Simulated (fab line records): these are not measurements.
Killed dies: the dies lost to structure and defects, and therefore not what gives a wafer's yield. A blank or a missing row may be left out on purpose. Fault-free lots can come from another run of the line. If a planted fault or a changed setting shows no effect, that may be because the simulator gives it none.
fab line records	flow sky130
[record] lots = 24	wafers = 72	last-day = 50
route steps=708 shown LOCAL_INTERCONNECT@402 CONTACT@429 METAL1@437 METAL2@485
lots with no fault: from the same line, run without faults
start-h: start of the lot's first displayed wafer, in hours after the record's first day	wait-h: how many hours have passed since the lot's step before this one	" the same as in the row above	L1.1+2: one row covering several wafers at once	- value missing, or start not given	* or withheld: withheld	< > ~ a bound
route shown NAME@n: names a module that has steps shown in the file, with the first one's number in the route	usual: mean/standard deviation of fault-free wafers	same: alike in all rows	chamber/n: place in a boat	sites: each site's reading	_std_site: their standard deviation	_edge_site: the outer-site mean with the inner-site mean subtracted	radius-mm: for every site, how far away it sits from the centre of the wafer	mask NAME#n: copy n	behind: the last tool/chamber to shape the wafer	hold: reason for holding the lot/hours on hold/outcome of the hold	device: the transistor (n, p or np) that didn't switch	end of line: tests run on the same wafers once the route is complete	a step given without rows: its recipe and nothing more	killed: count of dies lost to structure and defects at first sort (not the wafer's yield)	map: a wafer's dies, marking killed ones x, the rest . and places with no die _
set.NAME: the setting that was run; set.NAME@STEP: the one run at that earlier step	model.NAME: the simulator's own value behind a step, which no gauge read
a sample of lots followed through the steps of the route, with each step as a table and each wafer as a row
services: the hour from which a tool's chamber was out of use, counted from the record's first day as start-h (under 0 if before that day), plus the number of hours and why
[[steps]]
[step SKY_LOCAL_INTERCONNECT_STRIP_15]
[recipe] chemistry = O2/N2	power-w = 1400	pressure-mtorr = 1500	platen-temp-c = withheld	o2-flow-sccm = 3000	n2-flow-sccm = 300	overash-fraction = 0.5
[usual] drypump-motor-current-A = 5.9/0.45	n2-flow-sccm = 300.1/0.89	oes-product-au = 0.427/0.005	strip-time-to-endpoint-s = 4.737/0.025
lot.wafer	tool	chamber	start-h	wait-h	drypump-motor-current-A	n2-flow-sccm	oes-product-au	rf-hours-counter-h	strip-time-to-endpoint-s
L074.2	plasma-asher-01	1	707.55	0.0	6.4	299.5	0.436	60	4.759
L074.3	"	0	"	"	5.4	299.0	0.426	-	4.772
L074.4	"	1	"	"	6.4	299.5	0.427	-	4.763
L075.1	plasma-asher-04	0	716.90	0.0	6.5	300.7	0.434	89	4.744
L075.4	"	0	"	"	6.5	300.5	0.426	-	4.748
L075.5	"	0	"	"	6.5	300.9	0.425	-	4.756
L076.2	plasma-asher-04	1	721.88	0.0	5.8	300.4	0.429	89	4.745
L076.3	"	1	"	"	5.8	297.8	0.422	-	4.729
L076.6	"	0	"	"	6.6	300.3	0.428	-	4.728
L077.1	plasma-asher-03	1	731.85	0.0	5.5	298.6	0.428	99	4.698
L077.4	"	0	"	"	5.8	299.3	0.431	-	4.698
L077.5	"	0	"	"	5.8	299.3	0.426	-	4.669
L078.1	plasma-asher-01	0	734.18	0.0	5.4	299.7	0.422	63	4.698
L078.4	"	1	"	"	6.4	301.1	0.424	-	4.717
L078.6	"	0	"	"	5.4	299.1	0.426	-	4.728
L079.2	plasma-asher-04	1	741.55	0.0	5.8	299.9	0.426	92	4.776
L079.4	"	0	"	"	6.5	300.5	0.422	-	4.720
L079.6	"	0	"	"	6.5	300.3	0.427	-	4.766
L080.3	plasma-asher-03	1	750.73	0.1	5.6	298.4	0.423	-	4.759
L080.5	"	1	"	"	5.5	300.5	0.420	-	4.721
L080.6	"	0	"	"	5.8	299.0	0.424	-	4.760
L081.1	plasma-asher-01	1	757.61	0.1	6.4	300.4	0.426	65	4.773
L081.3	"	0	"	"	5.4	300.3	0.437	-	4.775
L081.5	"	0	"	"	5.4	300.6	0.432	-	4.804
L082.1	plasma-asher-03	1	762.92	0.0	5.5	300.4	0.425	2	4.713
L082.3	"	1	"	"	5.5	301.3	0.426	-	4.692
L082.6	"	0	"	"	5.8	299.6	0.426	-	4.703
L083.1	plasma-asher-04	1	774.20	0.0	5.8	301.0	0.429	95	4.775
L083.2	"	0	"	"	6.6	301.1	0.442	95	4.755
L083.6	"	0	"	"	6.6	301.6	0.440	-	4.760
L084.1	plasma-asher-01	1	784.45	0.0	6.4	301.6	0.430	68	4.733
L084.3	"	1	"	"	6.4	300.0	0.429	-	4.742
L084.6	"	0	"	"	5.4	300.0	0.430	-	4.730
L085.1	plasma-asher-04	1	790.45	0.0	5.8	299.6	0.435	96	4.783
L085.4	"	1	"	"	5.8	301.4	0.424	-	4.771
L085.6	"	1	"	"	5.8	301.0	0.426	-	4.779
L086.1	plasma-asher-01	1	804.00	0.0	6.4	299.6	0.428	70	4.737
L086.3	"	1	"	"	6.4	300.5	0.433	-	4.771
L086.6	"	1	"	"	6.4	299.3	0.425	-	4.729
L087.1	plasma-asher-01	0	810.03	0.0	5.4	299.9	0.422	71	4.731
L087.2	"	1	"	"	6.4	299.2	0.422	71	4.765
L087.5	"	0	"	"	5.4	299.8	0.425	-	4.732
L088.2	plasma-asher-04	0	815.40	0.0	6.5	300.1	0.428	99	4.730
L088.5	"	1	"	"	5.8	300.4	0.430	-	4.734
L088.6	"	0	"	"	6.5	299.7	0.426	-	4.732
L091.1	plasma-asher-03	1	832.68	0.0	5.5	299.2	0.431	8	4.724
L091.2	"	0	"	"	5.8	299.0	0.424	8	4.710
L091.5	"	1	"	"	5.5	299.1	0.430	-	4.704
L090.1	plasma-asher-01	0	832.75	0.0	5.4	300.4	0.433	73	4.721
L090.2	"	1	"	"	6.4	300.3	0.429	73	4.711
L090.5	"	1	"	"	6.4	301.7	0.428	-	4.724
L089.2	plasma-asher-03	1	834.43	0.0	5.5	299.9	0.429	8	4.677
L089.4	"	0	"	"	5.8	300.9	0.427	-	4.696
L089.6	"	1	"	"	5.5	298.8	0.430	-	4.716
L092.1	plasma-asher-04	0	863.90	0.0	6.6	299.1	0.426	103	4.712
L092.3	"	1	"	"	5.7	301.5	0.430	-	4.735
L092.6	"	1	"	"	5.8	301.0	0.438	-	4.769
L093.1	plasma-asher-01	0	864.25	0.0	5.4	300.1	0.429	76	4.728
L093.3	"	0	"	"	5.4	300.6	0.422	-	4.728
L093.4	"	1	"	"	6.4	299.0	0.415	-	4.718
L094.3	plasma-asher-01	0	865.08	0.1	5.4	300.1	0.419	-	4.716
L094.4	"	1	"	"	6.4	301.2	0.426	-	4.717
L094.6	"	0	"	"	5.4	300.1	0.423	-	4.709
L095.4	plasma-asher-04	1	865.43	0.1	5.7	300.1	0.425	-	4.753
L095.5	"	0	"	"	6.5	300.0	0.426	-	4.725
L095.6	"	1	"	"	5.7	300.1	0.430	-	4.771
L096.1	plasma-asher-04	0	866.30	0.0	6.5	300.1	0.422	103	4.770
L096.2	"	1	"	"	5.8	299.7	0.427	103	4.721
L096.3	"	0	"	"	6.5	298.7	0.429	-	4.713
L097.3	plasma-asher-01	0	874.89	0.1	5.4	300.7	0.424	-	4.731
L097.5	"	1	"	"	6.4	299.7	0.429	-	4.742
L097.6	"	0	"	"	5.4	298.8	0.430	-	4.731
[step SKY_CONTACT_SPUTTER_23]
[recipe] material = TiN	target-thk-nm = 20	chamber-pressure-pa = 5	power-w = 4000	time-s = 80
[usual] chamber-pressure-pa = 5.001/0.0098	throttle-valve-pct = 30.5/1.2
lot.wafer	tool	chamber	start-h	wait-h	chamber-pressure-pa	throttle-valve-pct
L074.2	pvd-sputter-03	-	737.51	0.0	4.993	29.9
L074.3	"	-	"	"	4.998	30.5
L074.4	"	-	"	"	5.006	32.6
L075.1	pvd-sputter-03	-	746.71	0.0	5.011	29.8
L075.4	"	-	"	"	4.995	30.6
L075.5	"	-	"	"	5.000	30.0
L076.2	pvd-sputter-03	-	751.66	0.0	4.991	30.1
L076.3	"	-	"	"	4.994	32.6
L076.6	"	-	"	"	5.003	32.5
L077.1	pvd-sputter-03	-	761.56	0.0	5.004	32.9
L077.4	"	-	"	"	5.016	29.8
L077.5	"	-	"	"	4.988	32.8
L078.1	pvd-sputter-01	-	762.97	0.0	5.016	28.1
L078.4	"	-	"	"	4.995	31.6
L078.6	"	-	"	"	4.997	30.4
L079.2	pvd-sputter-01	-	770.24	0.0	4.990	30.6
L079.4	"	-	"	"	5.005	31.5
L079.6	"	-	"	"	4.996	30.1
L080.3	pvd-sputter-04	-	779.13	0.0	4.990	29.0
L080.5	"	-	"	"	4.990	29.0
L080.6	"	-	"	"	5.002	31.3
L081.1	pvd-sputter-04	-	786.08	0.0	5.007	29.2
L081.3	"	-	"	"	5.006	30.9
L081.5	"	-	"	"	4.988	28.8
L082.1	pvd-sputter-04	-	792.14	0.0	5.005	31.2
L082.3	"	-	"	"	5.007	31.1
L082.6	"	-	"	"	5.023	31.0
L083.1	pvd-sputter-03	-	802.35	0.0	5.003	29.9
L083.2	"	-	"	"	5.001	30.0
L083.6	"	-	"	"	5.006	30.0
L084.1	pvd-sputter-04	-	811.61	0.0	4.998	29.0
L084.3	"	-	"	"	4.974	30.8
L084.6	"	-	"	"	5.010	31.3
L085.1	pvd-sputter-03	-	819.05	0.0	5.002	29.9
L085.4	"	-	"	"	5.006	30.6
L085.6	"	-	"	"	5.004	32.6
L086.1	pvd-sputter-04	-	832.70	0.0	5.009	30.8
L086.3	"	-	"	"	5.002	31.3
L086.6	"	-	"	"	5.006	31.4
L087.1	pvd-sputter-03	-	838.86	0.0	5.009	32.5
L087.2	"	-	"	"	5.001	30.0
L087.5	"	-	"	"	5.012	32.6
L088.2	pvd-sputter-01	-	843.75	0.0	5.006	29.6
L088.5	"	-	"	"	5.000	27.9
L088.6	"	-	"	"	5.011	31.7
L091.1	pvd-sputter-04	-	860.84	0.0	5.008	29.2
L091.2	"	-	"	"	5.010	31.3
L091.5	"	-	"	"	4.989	31.1
L090.1	pvd-sputter-01	-	862.14	0.0	4.999	28.1
L090.2	"	-	"	"	5.015	29.8
L090.5	"	-	"	"	4.989	29.4
L089.2	pvd-sputter-03	-	863.36	0.0	4.989	30.0
L089.4	"	-	"	"	4.981	30.5
L089.6	"	-	"	"	4.982	30.3
L092.1	pvd-sputter-03	-	892.22	0.0	4.994	30.1
L092.3	"	-	"	"	4.999	32.4
L092.6	"	-	"	"	4.998	30.0
L093.1	pvd-sputter-04	-	892.67	0.0	5.009	29.1
L093.3	"	-	"	"	4.995	31.1
L093.4	"	-	"	"	5.020	29.0
L094.3	pvd-sputter-04	-	893.53	0.0	4.996	28.8
L094.4	"	-	"	"	4.996	29.2
L094.6	"	-	"	"	4.993	31.1
L095.4	pvd-sputter-03	-	894.43	0.0	5.004	30.1
L095.5	"	-	"	"	4.998	30.7
L095.6	"	-	"	"	4.997	32.5
L096.1	pvd-sputter-03	-	894.79	0.0	4.991	30.1
L096.2	"	-	"	"	4.999	32.7
L096.3	"	-	"	"	5.016	30.5
L097.3	pvd-sputter-03	-	902.83	0.0	4.999	30.1
L097.5	"	-	"	"	5.015	32.2
L097.6	"	-	"	"	4.998	29.9
[step SKY_CONTACT_RS_MEAS_25]
[recipe] thk-meas-gauge = four-point-probe	reads = W_of_CONTACT_CVD_24+TiN_of_CONTACT_SPUTTER_23
[usual] CONTACT_W_RS = 0.337/0.0046
lot.wafer	tool	chamber	start-h	wait-h	CONTACT_W_RS[ohm/sq]
L074.2	film-metro-01	-	737.70	0.1	0.333
L074.3	"	-	"	"	0.336
L074.4	"	-	"	"	0.335
L075.1	film-metro-04	-	746.88	0.1	0.334
L075.4	"	-	"	"	0.334
L075.5	"	-	"	"	0.335
L076.2	film-metro-01	-	751.85	0.1	0.336
L076.3	"	-	"	"	0.344
L076.6	"	-	"	"	0.332
L077.1	film-metro-04	-	761.73	0.1	0.332
L077.4	"	-	"	"	0.338
L077.5	"	-	"	"	0.335
L078.1	film-metro-02	-	763.14	0.1	0.339
L078.4	"	-	"	"	0.341
L078.6	"	-	"	"	0.336
L079.2	film-metro-04	-	770.43	0.1	0.337
L079.4	"	-	"	"	0.334
L079.6	"	-	"	"	0.336
L080.3	film-metro-04	-	779.34	0.1	0.340
L080.5	"	-	"	"	0.340
L080.6	"	-	"	"	0.332
L081.1	film-metro-02	-	786.25	0.1	0.345
L081.3	"	-	"	"	0.335
L081.5	"	-	"	"	0.334
L082.1	film-metro-01	-	792.31	0.1	0.335
L082.3	"	-	"	"	0.344
L082.6	"	-	"	"	0.338
L083.1	film-metro-01	-	802.52	0.1	0.330
L083.2	"	-	"	"	0.348
L083.6	"	-	"	"	0.346
L084.1	film-metro-04	-	811.78	0.1	0.333
L084.3	"	-	"	"	0.339
L084.6	"	-	"	"	0.335
L085.1	film-metro-02	-	819.22	0.1	0.341
L085.4	"	-	"	"	0.331
L085.6	"	-	"	"	0.333
L086.1	film-metro-01	-	832.87	0.1	0.332
L086.3	"	-	"	"	0.333
L086.6	"	-	"	"	0.333
L087.1	film-metro-01	-	839.03	0.1	0.333
L087.2	"	-	"	"	0.343
L087.5	"	-	"	"	0.342
L088.2	film-metro-04	-	843.94	0.1	0.337
L088.5	"	-	"	"	0.341
L088.6	"	-	"	"	0.336
L091.1	film-metro-02	-	861.01	0.1	0.340
L091.2	"	-	"	"	0.335
L091.5	"	-	"	"	0.334
L090.1	film-metro-01	-	862.31	0.1	0.346
L090.2	"	-	"	"	0.339
L090.5	"	-	"	"	0.334
L089.2	film-metro-04	-	863.55	0.1	0.334
L089.4	"	-	"	"	0.338
L089.6	"	-	"	"	0.344
L092.1	film-metro-02	-	892.39	0.1	0.338
L092.3	"	-	"	"	0.340
L092.6	"	-	"	"	0.341
L093.1	film-metro-02	-	892.85	0.1	0.333
L093.3	"	-	"	"	0.333
L093.4	"	-	"	"	0.341
L094.3	film-metro-02	-	893.85	0.2	0.344
L094.4	"	-	"	"	0.344
L094.6	"	-	"	"	0.338
L095.4	film-metro-01	-	894.66	0.1	0.346
L095.5	"	-	"	"	0.338
L095.6	"	-	"	"	0.346
L096.1	film-metro-01	-	894.96	0.1	0.335
L096.2	"	-	"	"	0.347
L096.3	"	-	"	"	0.346
L097.3	film-metro-01	-	903.15	0.2	0.336
L097.5	"	-	"	"	0.335
L097.6	"	-	"	"	0.341
[step SKY_METAL1_SPUTTER_03]
[recipe] material = Ti	target-thk-nm = 5	power-w = 3000	time-s = 3.3	chamber-pressure-pa = 0.4
[usual] chamber-pressure-pa = 0.3999/0.00075	throttle-valve-pct = 30.1/1.2
lot.wafer	tool	chamber	start-h	wait-h	chamber-pressure-pa	throttle-valve-pct
L074.2	pvd-sputter-01	-	738.23	0.0	0.4003	31.7
L074.3	"	-	"	"	0.3996	27.8
L074.4	"	-	"	"	0.3994	30.5
L075.1	pvd-sputter-02	-	747.47	0.0	0.3993	28.7
L075.4	"	-	"	"	0.4012	30.7
L075.5	"	-	"	"	0.3991	29.3
L076.2	pvd-sputter-01	-	752.38	0.0	0.3992	31.4
L076.3	"	-	"	"	0.4006	29.8
L076.6	"	-	"	"	0.4002	30.5
L077.1	pvd-sputter-01	-	762.38	0.0	0.4012	27.8
L077.4	"	-	"	"	0.4010	30.7
L077.5	"	-	"	"	0.4009	27.9
L078.1	pvd-sputter-03	-	763.81	0.0	0.3996	30.7
L078.4	"	-	"	"	0.3994	29.8
L078.6	"	-	"	"	0.3990	30.9
L079.2	pvd-sputter-02	-	770.96	0.0	0.3991	30.6
L079.4	"	-	"	"	0.4000	28.6
L079.6	"	-	"	"	0.3996	30.7
L080.3	pvd-sputter-02	-	779.85	0.0	0.3991	30.7
L080.5	"	-	"	"	0.3995	28.6
L080.6	"	-	"	"	0.3986	30.6
L081.1	pvd-sputter-02	-	786.80	0.0	0.3987	28.6
L081.3	"	-	"	"	0.4004	30.8
L081.5	"	-	"	"	0.3992	30.7
L082.1	pvd-sputter-01	-	792.86	0.0	0.3997	27.9
L082.3	"	-	"	"	0.4002	30.4
L082.6	"	-	"	"	0.3997	31.5
L083.1	pvd-sputter-02	-	803.07	0.0	0.3996	30.6
L083.2	"	-	"	"	0.4007	29.3
L083.6	"	-	"	"	0.4019	31.0
L084.1	pvd-sputter-02	-	812.33	0.0	0.3983	29.1
L084.3	"	-	"	"	0.4007	28.7
L084.6	"	-	"	"	0.4008	28.6
L085.1	pvd-sputter-02	-	819.77	0.0	0.4002	30.9
L085.4	"	-	"	"	0.3990	30.8
L085.6	"	-	"	"	0.3997	29.2
L086.1	pvd-sputter-03	-	833.42	0.0	0.4000	30.2
L086.3	"	-	"	"	0.3989	32.6
L086.6	"	-	"	"	0.4007	30.6
L087.1	pvd-sputter-01	-	839.58	0.0	0.3999	27.9
L087.2	"	-	"	"	0.4008	30.1
L087.5	"	-	"	"	0.4006	28.0
L088.2	pvd-sputter-02	-	844.48	0.0	0.3986	28.3
L088.5	"	-	"	"	0.4010	30.7
L088.6	"	-	"	"	0.4013	29.2
L091.1	pvd-sputter-03	-	861.57	0.0	0.3997	30.6
L091.2	"	-	"	"	0.3993	29.9
L091.5	"	-	"	"	0.4002	32.5
L090.1	pvd-sputter-02	-	862.86	0.0	0.4003	30.7
L090.2	"	-	"	"	0.3993	28.7
L090.5	"	-	"	"	0.4000	28.6
L089.2	pvd-sputter-01	-	864.17	0.0	0.4002	29.6
L089.4	"	-	"	"	0.3999	30.5
L089.6	"	-	"	"	0.4006	30.6
L092.1	pvd-sputter-02	-	892.94	0.0	0.4000	29.2
L092.3	"	-	"	"	0.3995	30.8
L092.6	"	-	"	"	0.3996	28.6
L093.1	pvd-sputter-03	-	893.40	0.0	0.3994	32.7
L093.3	"	-	"	"	0.3995	30.7
L093.4	"	-	"	"	0.3990	30.1
L094.3	pvd-sputter-02	-	894.36	0.0	0.4001	28.5
L094.4	"	-	"	"	0.4013	31.0
L094.6	"	-	"	"	0.4004	31.0
L095.4	pvd-sputter-02	-	895.16	0.0	0.3995	29.2
L095.5	"	-	"	"	0.3992	28.6
L095.6	"	-	"	"	0.3996	29.0
L096.1	pvd-sputter-03	-	895.51	0.0	0.3977	29.8
L096.2	"	-	"	"	0.4011	30.7
L096.3	"	-	"	"	0.4006	29.6
L097.3	pvd-sputter-02	-	903.66	0.0	0.3991	30.6
L097.5	"	-	"	"	0.3983	29.1
L097.6	"	-	"	"	0.4006	28.5
[step SKY_METAL2_SPUTTER_02]
[recipe] material = AlCu	target-thk-nm = 250	power-w = 10600	time-s = 13.3	chamber-pressure-pa = 0.4
[usual] chamber-pressure-pa = 0.3999/0.00074	throttle-valve-pct = 30.3/1.1
lot.wafer	tool	chamber	start-h	wait-h	chamber-pressure-pa	throttle-valve-pct
L074.2	pvd-sputter-03	-	795.46	0.0	0.4004	30.8
L074.3	"	-	"	"	0.3998	32.5
L074.4	"	-	"	"	0.3997	29.8
L075.1	pvd-sputter-03	-	804.56	0.0	0.4001	32.7
L075.4	"	-	"	"	0.4000	30.0
L075.5	"	-	"	"	0.3996	29.8
L076.2	pvd-sputter-03	-	808.80	0.0	0.3995	32.6
L076.3	"	-	"	"	0.3991	29.8
L076.6	"	-	"	"	0.3982	30.2
L077.1	pvd-sputter-04	-	817.69	0.0	0.4003	30.8
L077.4	"	-	"	"	0.3998	31.3
L077.5	"	-	"	"	0.3992	29.1
L078.1	pvd-sputter-04	-	819.45	0.0	0.4004	31.1
L078.4	"	-	"	"	0.3997	29.1
L078.6	"	-	"	"	0.3989	29.0
L079.2	pvd-sputter-02	-	826.47	0.0	0.4002	30.7
L079.4	"	-	"	"	0.3995	28.5
L079.6	"	-	"	"	0.3991	29.0
L080.3	pvd-sputter-03	-	836.36	0.0	0.3999	29.7
L080.5	"	-	"	"	0.3993	30.0
L080.6	"	-	"	"	0.4006	32.9
L081.1	pvd-sputter-03	-	841.87	0.0	0.4006	32.7
L081.3	"	-	"	"	0.4008	30.1
L081.5	"	-	"	"	0.4004	30.1
L082.1	pvd-sputter-02	-	849.48	0.0	0.3993	29.3
L082.3	"	-	"	"	0.4013	30.8
L082.6	"	-	"	"	0.4006	28.7
L083.1	pvd-sputter-02	-	858.97	0.0	0.4005	30.6
L083.2	"	-	"	"	0.3997	28.4
L083.6	"	-	"	"	0.4007	30.9
L084.1	pvd-sputter-03	-	868.63	0.0	0.3994	30.1
L084.3	"	-	"	"	0.4014	30.1
L084.6	"	-	"	"	0.3993	30.7
L085.1	pvd-sputter-03	-	875.99	0.0	0.4004	30.5
L085.4	"	-	"	"	0.3999	30.1
L085.6	"	-	"	"	0.3995	30.6
L086.1	pvd-sputter-03	-	888.13	0.0	0.3996	30.0
L086.3	"	-	"	"	0.4000	29.9
L086.6	"	-	"	"	0.3994	30.0
L087.1	pvd-sputter-04	-	895.45	0.0	0.3989	29.1
L087.2	"	-	"	"	0.3999	31.1
L087.5	"	-	"	"	0.4009	31.1
L088.2	pvd-sputter-04	-	899.39	0.0	0.3994	28.9
L088.5	"	-	"	"	0.3997	29.2
L088.6	"	-	"	"	0.4009	28.8
L091.1	pvd-sputter-02	-	917.75	0.0	0.4009	28.5
L091.2	"	-	"	"	0.4005	29.5
L091.5	"	-	"	"	0.3989	28.5
L090.1	pvd-sputter-03	-	918.01	0.0	0.4006	32.6
L090.2	"	-	"	"	0.3998	30.7
L090.5	"	-	"	"	0.4001	29.9
L089.2	pvd-sputter-04	-	919.24	0.0	0.3984	31.4
L089.4	"	-	"	"	0.3994	29.2
L089.6	"	-	"	"	0.3988	31.1
L092.1	pvd-sputter-02	-	945.97	0.0	0.4004	30.8
L092.3	"	-	"	"	0.3996	28.9
L092.6	"	-	"	"	0.4004	30.7
L093.1	pvd-sputter-04	-	947.41	0.0	0.4003	31.0
L093.3	"	-	"	"	0.4007	29.2
L093.4	"	-	"	"	0.3999	29.1
L094.3	pvd-sputter-03	-	948.34	0.0	0.3986	30.6
L094.4	"	-	"	"	0.3997	29.9
L094.6	"	-	"	"	0.4004	29.9
L095.4	pvd-sputter-04	-	948.86	0.0	0.3991	31.5
L095.5	"	-	"	"	0.3989	29.1
L095.6	"	-	"	"	0.4000	29.0
L096.1	pvd-sputter-03	-	950.74	0.0	0.4000	29.8
L096.2	"	-	"	"	0.3997	32.6
L096.3	"	-	"	"	0.3996	30.2
L097.3	pvd-sputter-04	-	955.64	0.0	0.4004	31.1
L097.5	"	-	"	"	0.3997	29.1
L097.6	"	-	"	"	0.3998	29.1
[step SKY_METAL2_DESCUM_17]
[recipe] chemistry = O2	source-power-w = 150	bias-power-w = 0	pressure-mtorr = 10	temp-c = 40	time-s = 8
[usual] drypump-motor-current-A = 5.6/0.44	oes-product-au = 0.995/0.016
lot.wafer	tool	chamber	start-h	wait-h	drypump-motor-current-A	oes-product-au	rf-hours-counter-h
L074.2	rie-metal-01	1	821.89	0.0	5.6	0.979	16
L074.3	"	0	"	"	5.1	0.998	-
L074.4	"	1	"	"	5.6	0.983	-
L075.1	rie-metal-04	1	831.62	0.0	6.0	0.998	6
L075.4	"	0	"	"	5.6	0.987	-
L075.5	"	0	"	"	5.5	0.983	-
L076.2	rie-metal-02	1	836.19	0.0	6.3	1.022	13
L076.3	"	0	"	"	5.3	0.991	-
L076.6	"	0	"	"	5.2	0.983	-
L077.1	rie-metal-02	0	844.87	0.0	5.2	0.995	0
L077.4	"	1	"	"	6.2	1.020	-
L077.5	"	0	"	"	5.3	0.987	-
L078.1	rie-metal-02	0	845.69	0.0	5.3	0.989	1
L078.4	"	0	"	"	5.3	0.983	-
L078.6	"	1	"	"	6.3	1.024	-
L079.2	rie-metal-04	0	853.44	0.0	5.5	0.976	14
L079.4	"	0	"	"	5.6	0.981	-
L079.6	"	0	"	"	5.6	0.974	-
L080.3	rie-metal-01	1	863.45	0.0	5.7	0.966	-
L080.5	"	0	"	"	5.1	1.003	-
L080.6	"	1	"	"	5.6	0.985	-
L081.1	rie-metal-04	0	868.34	0.0	5.6	0.976	15
L081.3	"	0	"	"	5.6	0.960	-
L081.5	"	0	"	"	5.6	0.961	-
L082.1	rie-metal-02	0	875.74	0.0	5.3	0.993	2
L082.3	"	1	"	"	6.2	1.026	-
L082.6	"	0	"	"	5.3	0.996	-
L083.1	rie-metal-01	1	885.74	0.0	5.6	0.975	19
L083.2	"	0	"	"	5.1	0.999	9
L083.6	"	1	"	"	5.6	0.976	-
L084.1	rie-metal-02	1	894.97	0.0	6.3	1.023	16
L084.3	"	1	"	"	6.2	1.017	-
L084.6	"	0	"	"	5.2	0.990	-
L085.1	rie-metal-01	0	902.42	0.0	5.1	0.993	9
L085.4	"	0	"	"	5.1	1.003	-
L085.6	"	1	"	"	5.6	0.974	-
L086.1	rie-metal-02	0	914.64	0.0	5.2	0.996	4
L086.3	"	0	"	"	5.2	0.987	-
L086.6	"	0	"	"	5.2	0.990	-
L087.1	rie-metal-01	0	921.57	0.0	5.1	0.998	10
L087.2	"	0	"	"	5.1	0.990	-
L087.5	"	0	"	"	5.0	0.995	-
L088.2	rie-metal-01	0	925.10	0.0	5.1	0.995	-
L088.5	"	0	"	"	5.1	1.000	-
L088.6	"	0	"	"	5.1	0.995	-
L091.1	rie-metal-04	1	942.64	0.0	6.0	0.992	12
L091.2	"	1	"	"	6.0	0.991	-
L091.5	"	1	"	"	6.0	0.980	-
L090.1	rie-metal-01	0	943.14	0.0	5.1	1.009	12
L090.2	"	1	"	"	5.6	1.007	0
L090.5	"	1	"	"	5.6	0.998	-
L089.2	rie-metal-04	1	944.70	0.0	6.0	0.986	-
L089.4	"	1	"	"	6.0	0.985	-
L089.6	"	1	"	"	6.0	0.992	-
L092.1	rie-metal-02	1	969.74	0.0	6.2	1.014	19
L092.3	"	0	"	"	5.2	0.993	-
L092.6	"	0	"	"	5.3	0.990	-
L093.1	rie-metal-01	0	972.04	0.0	5.1	0.992	14
L093.3	"	1	"	"	5.6	0.998	-
L093.4	"	0	"	"	5.1	0.986	-
L094.3	rie-metal-02	1	972.63	0.0	6.3	1.020	-
L094.4	"	0	"	"	5.2	0.999	-
L094.6	"	0	"	"	5.3	0.994	-
L095.4	rie-metal-04	0	973.15	0.0	5.6	0.983	-
L095.5	"	0	"	"	5.6	0.986	-
L095.6	"	1	"	"	6.0	0.988	-
L096.1	rie-metal-04	1	975.16	0.0	6.0	0.985	15
L096.2	"	0	"	"	5.6	0.993	1
L096.3	"	0	"	"	5.6	0.993	-
L097.3	rie-metal-02	0	979.91	0.0	5.2	0.993	-
L097.5	"	0	"	"	5.3	0.984	-
L097.6	"	0	"	"	5.2	0.997	-
[[services]]
tool	chamber	start-h	hours	kind
plasma-asher-03	-	719.99	4.0	pm
plasma-asher-03	-	733.80	9.0	pm
rie-metal-04	1	749.09	8.8	repair
pvd-sputter-03	-	756.54	4.5	repair
pvd-sputter-03	2	775.98	-	consumable-replace:kit
pvd-sputter-03	2	775.98	18.0	scheduled-down
pvd-sputter-03	2	775.98	18.0	vent-cycle
pvd-sputter-01	-	795.88	20.8	repair
rie-metal-01	-	801.57	0.8	repair
plasma-asher-01	-	810.95	2.6	repair
plasma-asher-04	-	855.31	5.0	repair
pvd-sputter-04	-	857.41	3.3	repair
plasma-asher-01	-	858.51	0.8	repair
plasma-asher-01	-	866.78	2.3	repair
pvd-sputter-03	1	868.73	-	consumable-replace:kit
pvd-sputter-03	1	868.73	18.0	scheduled-down
pvd-sputter-03	1	868.73	18.0	vent-cycle
rie-metal-04	-	888.36	0.8	repair
pvd-sputter-03	-	905.08	4.4	repair
pvd-sputter-03	-	922.13	2.1	repair
pvd-sputter-04	-	937.91	3.2	repair
plasma-asher-01	-	951.16	2.2	repair
plasma-asher-04	-	958.17	13.8	repair
pvd-sputter-04	-	958.73	3.6	repair
[[key]]
fault none
